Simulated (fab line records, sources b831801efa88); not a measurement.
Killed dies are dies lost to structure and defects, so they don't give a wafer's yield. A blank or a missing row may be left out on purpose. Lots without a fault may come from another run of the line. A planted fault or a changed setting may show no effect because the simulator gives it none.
fab line records | flow sky130
record lots=14 wafers=42 last_day=50
route steps=708 shown VT_ADJUST_LVTN@115 VT_ADJUST_NCORE@129 VT_ADJUST_PCH@152 RES_PROTECT@211
lots that met no fault: from a run of the same line without faults
start_h: hours from the record's first day to the start of the lot's first wafer shown | wait_h: hours since the lot's step before | " the same as in the row above | L1.1+2: a row that stands for several wafers | - no value, or no start given | * or withheld: withheld | < > ~ a bound
route shown NAME@n: a module of which the file shows steps, and the number in the route of the first | usual: mean/standard deviation of fault-free wafers | same: alike in all rows | chamber/n: place in a boat | sites: the reading at each site | _std_site: their standard deviation | _edge_site: outer sites' mean less inner sites' | radius_mm: how far each site lies from the wafer's centre | mask NAME#n: copy n | behind: the tool/chamber that last shaped the wafer | hold: why the lot was held/for how many hours/how that ended | device: the transistor (n, p or np) that didn't switch | end of line: the same wafers' tests at the end of the route | a step without rows: its recipe alone | killed: dies lost to structure and defects at the first sort, not the wafer's yield | map: a wafer's dies, x killed, . not, _ none there
set.NAME: the setting as run; set.NAME@STEP: as run at that earlier step | model.NAME: the simulator's own value behind a step, which no gauge read
steps of the route over a sample of lots; a table a step, a row a wafer
services: from which hour (start_h, from the record's first day; less than 0 if before it) a tool's chamber was out of use, for how many hours, and why
## steps
# step SKY_VT_ADJUST_LVTN_OVL_MEAS_18
# usual VT_ADJUST_LVTN_01_OVL=0.1/1.4
# columns lot.wafer tool chamber start_h wait_h VT_ADJUST_LVTN_01_OVL[nm]
L593.1 overlay-01 - 163.08 0.1 -1.5
L593.2 " - " " -0.7
L593.6 " - " " -0.9
L594.1 overlay-01 - 169.38 0.1 -1.5
L594.2 " - " " -2.2
L594.6 " - " " -1.2
L595.1 overlay-02 - 176.03 0.1 1.1
L595.3 " - " " 1.4
L595.4 " - " " 0.7
L596.1 overlay-02 - 184.29 0.1 2.1
L596.2 " - " " 1.9
L596.6 " - " " 1.3
L597.4 overlay-01 - 192.05 0.1 -3.1
L597.5 " - " " -1.6
L597.6 " - " " -1.3
L598.1 overlay-01 - 194.79 0.1 -0.2
L598.3 " - " " -0.3
L598.6 " - " " -0.2
L605.1 overlay-02 - 245.14 0.1 2.0
L605.4 " - " " 2.5
L605.6 " - " " 1.6
L606.1 overlay-02 - 260.84 0.1 0.0
L606.2 " - " " -0.2
L606.6 " - " " 0.2
L607.1 overlay-01 - 266.59 0.1 -1.5
L607.3 " - " " -2.1
L607.4 " - " " -1.5
L609.2 overlay-02 - 272.88 0.1 1.5
L609.4 " - " " -0.7
L609.6 " - " " 0.8
L612.4 overlay-02 - 296.10 0.1 1.1
L612.5 " - " " -0.2
L612.6 " - " " 1.5
L613.3 overlay-01 - 300.65 0.1 0.6
L613.4 " - " " 1.5
L613.6 " - " " 2.3
L615.2 overlay-01 - 312.03 0.1 -0.1
L615.4 " - " " 0.2
L615.6 " - " " 0.5
L616.1 overlay-01 - 318.83 0.1 -0.1
L616.2 " - " " 1.6
L616.6 " - " " -1.9
# step SKY_VT_ADJUST_NCORE_STRIP_10
# recipe chemistry=O2/N2 power_w=1400 pressure_mtorr=1500 platen_temp_c=withheld o2_flow_sccm=2927 n2_flow_sccm=300 overash_fraction=0.5
# usual drypump_motor_current_A=5.6/0.35 oes_product_au=0.715/0.0044 strip_time_to_endpoint_s=14.20/0.036
# columns lot.wafer tool chamber start_h wait_h drypump_motor_current_A oes_product_au rf_hours_counter_h strip_time_to_endpoint_s
L593.1 plasma_asher-02 1 183.64 0.1 5.9 0.718 50 14.20
L593.2 " 0 " " 5.1 0.717 50 14.19
L593.6 " 0 " " 5.1 0.715 - 14.23
L594.1 plasma_asher-03 1 190.64 0.1 6.0 0.712 7 14.21
L594.2 " 0 " " 5.6 0.714 7 14.24
L594.6 " 0 " " 5.7 0.708 - 14.21
L595.1 plasma_asher-02 0 195.84 0.1 5.1 0.712 51 14.16
L595.3 " 1 " " 5.9 0.716 - 14.17
L595.4 " 0 " " 5.1 0.719 - 14.11
L596.1 plasma_asher-03 1 205.52 0.1 6.1 0.715 8 14.21
L596.2 " 0 " " 5.7 0.711 8 14.13
L596.6 " 0 " " 5.7 0.709 - 14.16
L597.4 plasma_asher-02 0 215.18 0.1 5.1 0.719 - 14.23
L597.5 " 0 " " 5.2 0.718 - 14.20
L597.6 " 1 " " 5.9 0.714 - 14.22
L598.1 plasma_asher-01 0 218.42 0.1 5.6 0.718 51 14.23
L598.3 " 0 " " 5.6 0.716 - 14.18
L598.6 " 1 " " 5.2 0.714 - 14.20
L605.1 plasma_asher-02 0 270.04 0.1 5.2 0.716 58 14.20
L605.4 " 1 " " 5.9 0.719 - 14.17
L605.6 " 0 " " 5.1 0.717 - 14.16
L606.1 plasma_asher-02 0 286.29 0.1 5.1 0.713 59 14.21
L606.2 " 1 " " 5.9 0.709 59 14.22
L606.6 " 1 " " 5.8 0.718 - 14.22
L607.1 plasma_asher-03 0 291.87 0.1 5.7 0.720 17 14.21
L607.3 " 1 " " 6.1 0.716 - 14.22
L607.4 " 0 " " 5.7 0.717 - 14.24
L609.2 plasma_asher-03 1 298.84 0.1 6.1 0.718 18 14.25
L609.4 " 0 " " 5.7 0.711 - 14.25
L609.6 " 0 " " 5.7 0.711 - 14.28
L612.4 plasma_asher-02 1 322.31 0.1 5.9 0.719 - 14.20
L612.5 " 1 " " 5.9 0.704 - 14.19
L612.6 " 0 " " 5.1 0.710 - 14.19
L613.3 plasma_asher-01 1 327.61 0.1 5.2 0.710 - 14.21
L613.4 " 0 " " 5.6 0.720 - 14.18
L613.6 " 1 " " 5.2 0.718 - 14.19
L615.2 plasma_asher-02 1 339.49 0.1 5.9 0.716 64 14.21
L615.4 " 0 " " 5.1 0.719 - 14.18
L615.6 " 1 " " 5.9 0.713 - 14.16
L616.1 plasma_asher-01 1 346.24 0.1 5.2 0.713 62 14.19
L616.2 " 0 " " 5.6 0.716 62 14.20
L616.6 " 1 " " 5.2 0.714 - 14.23
# step SKY_VT_ADJUST_PCH_STRIP_09
# recipe chemistry=O2/N2 power_w=1400 pressure_mtorr=1500 platen_temp_c=withheld o2_flow_sccm=3000 n2_flow_sccm=300 overash_fraction=0.5
# usual drypump_motor_current_A=5.6/0.36 oes_product_au=0.723/0.0047 strip_time_to_endpoint_s=36.89/0.1
# columns lot.wafer tool chamber start_h wait_h drypump_motor_current_A oes_product_au rf_hours_counter_h strip_time_to_endpoint_s
L593.1 plasma_asher-04 0 228.22 0.1 5.1 0.718 42 36.93
L593.2 " 1 " " 5.6 0.728 42 36.81
L593.6 " 0 " " 5.1 0.725 - 36.84
L594.1 plasma_asher-03 1 234.97 0.1 6.0 0.724 12 36.99
L594.2 " 0 " " 5.6 0.723 12 36.96
L594.6 " 0 " " 5.7 0.725 - 36.91
L595.1 plasma_asher-03 1 241.96 0.1 6.1 0.729 12 36.98
L595.3 " 0 " " 5.7 0.721 - 36.79
L595.4 " 1 " " 6.1 0.724 - 36.86
L596.1 plasma_asher-02 0 251.57 0.1 5.2 0.721 56 36.72
L596.2 " 1 " " 5.9 0.719 56 36.81
L596.6 " 1 " " 5.9 0.727 - 36.92
L597.4 plasma_asher-04 1 262.29 0.1 5.6 0.721 - 36.83
L597.5 " 0 " " 5.1 0.720 - 36.91
L597.6 " 1 " " 5.6 0.728 - 36.77
L598.1 plasma_asher-03 0 265.60 0.1 5.7 0.727 15 36.84
L598.3 " 0 " " 5.7 0.732 - 36.89
L598.6 " 1 " " 6.1 0.715 - 36.91
L605.1 plasma_asher-03 1 322.12 0.1 6.1 0.725 20 36.95
L605.4 " 1 " " 6.1 0.718 - 36.92
L605.6 " 1 " " 6.1 0.722 - 36.99
L606.1 plasma_asher-04 0 339.62 0.1 5.1 0.725 53 36.92
L606.2 " 1 " " 5.6 0.730 53 36.96
L606.6 " 1 " " 5.7 0.720 - 37.00
L607.1 plasma_asher-03 1 344.36 0.1 6.1 0.729 22 36.81
L607.3 " 1 " " 6.1 0.723 - 36.83
L607.4 " 0 " " 5.7 0.729 - 36.73
L609.2 plasma_asher-04 1 353.55 0.1 5.6 0.723 55 36.85
L609.4 " 0 " " 5.1 0.721 - 36.96
L609.6 " 1 " " 5.6 0.714 - 36.83
L612.4 plasma_asher-04 1 377.81 0.1 5.6 0.726 - 37.00
L612.5 " 0 " " 5.1 0.718 - 36.99
L612.6 " 1 " " 5.6 0.712 - 36.93
L613.3 plasma_asher-04 1 383.88 0.1 5.6 0.718 - 36.89
L613.4 " 0 " " 5.1 0.716 - 36.91
L613.6 " 0 " " 5.1 0.721 - 36.92
L615.2 plasma_asher-03 0 396.01 0.1 5.7 0.725 27 37.02
L615.4 " 1 " " 6.1 0.721 - 36.85
L615.6 " 0 " " 5.7 0.726 - 36.93
L616.1 plasma_asher-02 0 402.96 0.1 5.2 0.727 70 37.05
L616.2 " 1 " " 5.9 0.723 70 37.14
L616.6 " 1 " " 5.9 0.722 - 37.11
# step SKY_RES_PROTECT_PEB_05
# recipe temp_c=withheld time_s=* resist=NOVOLAK
# usual chill_plate_temp_C=* exhaust_pa=44.9/1
# columns lot.wafer tool chamber start_h wait_h chill_plate_temp_C exhaust_pa
L593.1 litho_track-02 0 339.72 - * 44.0
L593.2 " 0 " " * 43.9
L593.6 " 0 " " * 44.4
L594.1 litho_track-01 0 347.83 - * 44.7
L594.2 " 0 " " * 43.2
L594.6 " 0 " " * 45.3
L595.1 litho_track-01 0 358.38 - * 45.1
L595.3 " 0 " " * 44.7
L595.4 " 0 " " * 44.1
L596.1 litho_track-01 0 368.78 - * 44.4
L596.2 " 0 " " * 44.1
L596.6 " 0 " " * 44.8
L597.4 litho_track-02 0 381.14 - * 45.3
L597.5 " 0 " " * 46.6
L597.6 " 0 " " * 47.0
L598.1 litho_track-02 0 385.02 - * 46.2
L598.3 " 0 " " * 46.3
L598.6 " 0 " " * 46.6
L605.1 litho_track-02 - 449.77 - - -
L605.4 " - " " - -
L605.6 " - " " - -
L606.1 litho_track-02 - 469.87 - - -
L606.2 " - " " - -
L606.6 " - " " - -
L607.1 litho_track-04 0 472.09 - * 45.5
L607.3 " 0 " " * 45.5
L607.4 " 0 " " * 44.8
L609.2 litho_track-02 0 481.24 - * 43.9
L609.4 " 0 " " * 43.8
L609.6 " 0 " " * 45.1
L612.4 litho_track-02 0 508.29 - * 45.6
L612.5 " 0 " " * 45.9
L612.6 " 0 " " * 46.3
L613.3 litho_track-02 0 513.12 - * 44.7
L613.4 " 0 " " * 44.8
L613.6 " 0 " " * 43.2
L615.2 litho_track-04 0 528.26 - * 44.9
L615.4 " 0 " " * 45.4
L615.6 " 0 " " * 46.5
L616.1 litho_track-02 0 534.77 - * 45.3
L616.2 " 0 " " * 45.8
L616.6 " 0 " " * 46.2
## services
# columns tool chamber start_h hours kind
plasma_asher-03 - 161.29 8.1 repair
plasma_asher-02 - 197.02 3.7 repair
plasma_asher-04 - 210.57 2.8 pm
plasma_asher-02 - 219.82 1.9 repair
plasma_asher-01 - 252.02 6.7 repair
plasma_asher-01 - 262.16 1.1 repair
plasma_asher-04 - 370.96 1.8 repair
plasma_asher-03 - 389.07 4.5 repair
plasma_asher-01 - 421.25 9.0 pm
plasma_asher-01 0 421.25 9.0 vent_cycle
plasma_asher-01 1 421.25 9.0 vent_cycle
plasma_asher-01 0 430.25 - clean
plasma_asher-01 1 430.25 - clean
plasma_asher-03 - 501.96 0.7 repair
## key
first_sign step=SKY_RES_PROTECT_PEB_05 reading=tool_record direction=missing
effect none on later readings
met_at SKY_RES_PROTECT_PEB_05
struck_lots L605,L606
sort_left_out L605.1,L605.4,L605.6,L606.1,L606.2,L606.6
tester_left_out L605,L606
not_acting_at SKY_VT_ADJUST_LVTN_OVL_MEAS_18,SKY_VT_ADJUST_NCORE_STRIP_10,SKY_VT_ADJUST_PCH_STRIP_09
onset_between 385.02 449.77
fault kind=skipped_step_whole tool=litho_track-02 chamber=- onset_h=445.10 steps=SKY_RES_PROTECT_PEB_05 scope=struck_lots_only
# tester_left_out: of these lots the tester's yield and bins aren't shown, on N5 and GAA mostly nor the transistor test; their killed dies are dies lost to structure and defects alone, not to doping, threshold or leakage, so they don't give the yield
# sort_left_out: the simulated sort isn't trusted on such a fault, so these wafers' sort isn't shown, and their yield isn't known
